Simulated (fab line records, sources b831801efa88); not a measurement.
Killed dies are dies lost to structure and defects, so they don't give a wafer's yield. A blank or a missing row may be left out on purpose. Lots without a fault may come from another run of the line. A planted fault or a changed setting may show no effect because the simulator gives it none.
A struck lot beside a sound one | flow sky130 | 35 steps out of a route of 708
Sound: wafers L981.4, L981.5, L981.6. Struck: wafers L997.3, L997.4, L997.5. The cause comes at the end.
At each step with rows: each side's tool, then ch and its chambers, then its first start. Under that, the readings that differ: sound wafers | struck wafers | difference of the means | sigmas: that difference in standard deviations of wafers without a fault.
alike: readings whose means differ by less than 2 such deviations, and words and numbers that are the same on both sides. not compared: withheld readings, readings that some wafer has no value for, bounds like >300 that may hide the same value, and numbers for which the record gives no deviation and whose values overlap.
The two part at a step that has a row with sigmas, a row that says differs or no value, or rows on one side only. Numbers that don't overlap but have no deviation are shown without sigmas and don't part them. A reading that every wafer of one side lacks parts them only if that side has two wafers or more.

first, 9 steps without rows for these wafers: SKY_METAL4_DESCUM_15 (chemistry O2, time 8 s); SKY_METAL4_ETCH_16 (etches BARC in N2/H2, stops on SiO2, time 88.2 s, target depth 60 nm); SKY_METAL4_ETCH_17 (etches SiO2 in C4F8/O2/Ar, stops on TiN, time 3.9 s, target depth 15 nm); SKY_METAL4_METAL_ETCH_18 (etches the open film in Cl2/BCl3, stops on SiO2, target depth 845 nm, time 183.1 s); SKY_METAL4_STRIP_19 (strips in O2/N2); SKY_METAL4_STRIP_20 (strips in post etch residue remover, time 1200 s); SKY_METAL4_CLEAN_21 (cleans in IPA, time 180 s); SKY_METAL4_CLEAN_22 (cleans in O3/DIW); SKY_VIA4_HDPCVD_00 (deposits SiO2, target thk 1750 nm, time 291.7 s).
SKY_VIA4_CMP_02: polishes SiO2.
  sound on cmp-01 ch 0,2,3, day 42 17:49; struck on cmp-01 ch 1,3, day 46 20:25
  reading                                  | sound             | struck            | difference | sigmas
  model.SiO2_of_VIA4_HDPCVD_00.thk_nm (nm) | 578.3 579.3 580.1 | 523.6 524.3 524.6 | -55.1      |
  alike: edge_zone_pressure_frac, motor_current_A, slurry_flow_ml_min
then, 7 steps without rows for these wafers: SKY_VIA4_DEHYDRATE_04 (time 60 s); SKY_VIA4_HMDS_05 (prime time 60 s); SKY_VIA4_COAT_06 (resist thk 1140 nm); SKY_VIA4_SOFTBAKE_07 (time 60 s); SKY_VIA4_EXPOSE_08 (exposes mask VIM4, target cd 800 nm); SKY_VIA4_PEB_09; SKY_VIA4_DEVELOP_10 (develop time 60 s).
SKY_VIA4_ETCH_12: etches SiO2 in C4F8/O2/Ar, stops on TiN, target depth 580 nm.
  sound on rie_diel-01 ch 0,1, day 43 17:25; struck on rie_diel-02 ch 0,2, day 47 16:40
  reading                          | sound             | struck            | difference | sigmas
  oes_product_au (a.u.)            | 0.917 0.919 0.926 | 0.869 0.873 0.866 | -0.051     | -11
  model.VIA4.feature_depth_nm (nm) | 578.3 579.3 580.1 | 523.6 524.3 524.6 | -55.1      |
  model.etch.depth_nm (nm)         | 578.3 579.3 580.1 | 523.6 524.3 524.6 | -55.1      |
then, 15 steps without rows for these wafers: SKY_VIA4_STRIP_13 (strips in O2/N2); SKY_VIA4_STRIP_14 (strips in post etch residue remover, time 1200 s); SKY_VIA4_CLEAN_15 (cleans in IPA, time 180 s); SKY_VIA4_CLEAN_16 (cleans in O3/DIW); SKY_VIA4_SPUTTER_17 (material TiN, target thk 20 nm, time 80 s); SKY_VIA4_CVD_18 (deposits W, target thk 505 nm, time 152.14 s); SKY_VIA4_CMP_21 (polishes, stops on SiO2, t overpolish 25 s, target thk 0 nm); SKY_METAL5_SPUTTER_00 (material Ti, target thk 15 nm, time 10 s); SKY_METAL5_SPUTTER_01 (material TiN, target thk 20 nm, time 16.7 s); SKY_METAL5_SPUTTER_02 (material AlCu, target thk 1150 nm, time 61.2 s); SKY_METAL5_SPUTTER_03 (material Ti, target thk 5 nm, time 3.3 s); SKY_METAL5_SPUTTER_04 (material TiN, target thk 70 nm, time 58.3 s); SKY_METAL5_DEHYDRATE_07 (time 60 s); SKY_METAL5_HMDS_08 (prime time 60 s); SKY_METAL5_COAT_09 (resist thk 1800 nm).
SKY_METAL5_METAL_ETCH_15: etches the open film in Cl2/BCl3, stops on SiO2, target depth 1260 nm, time 252 s.
  sound on rie_metal-02 ch 0,1, day 44 18:05; struck on rie_metal-04 ch 0,1, day 48 13:53
  reading                                  | sound             | struck          | difference | sigmas
  model.SiO2_of_VIA4_HDPCVD_00.thk_nm (nm) | 546.7 547.6 549.4 | 491.9 493.9 493 | -55.0      |
  alike: drypump_motor_current_A, he_backside_leak_sccm, mfc_cl2_sccm, oes_product_au, throttle_valve_pct
  not compared: rf_hours_counter_h
SKY_PAD_OPEN_PROBE_99:
  sound on prober-01, day 46 17:26; struck on prober-02, day 50 03:56
  reading                 | sound       | struck         | difference | sigmas
  sort_bin_5_function (%) | 8.9 9.1 6.9 | 11.0 12.4 12.2 | +3.6       | +2
  alike: defect_limited_yield, killed_at_M0_to_M3, killed_at_M4_up, killed_at_contacts, killed_at_front_end, killed_at_other, killed_dies, killed_on_rim, killed_open, killed_short, sort_bin_3_pad_short, sort_bin_6_memory, sort_n_pass, sort_yield_pct

WHERE THEY PART
First at SKY_VIA4_ETCH_12; last, within this record, at SKY_PAD_OPEN_PROBE_99.

WHY: what the simulator had put in
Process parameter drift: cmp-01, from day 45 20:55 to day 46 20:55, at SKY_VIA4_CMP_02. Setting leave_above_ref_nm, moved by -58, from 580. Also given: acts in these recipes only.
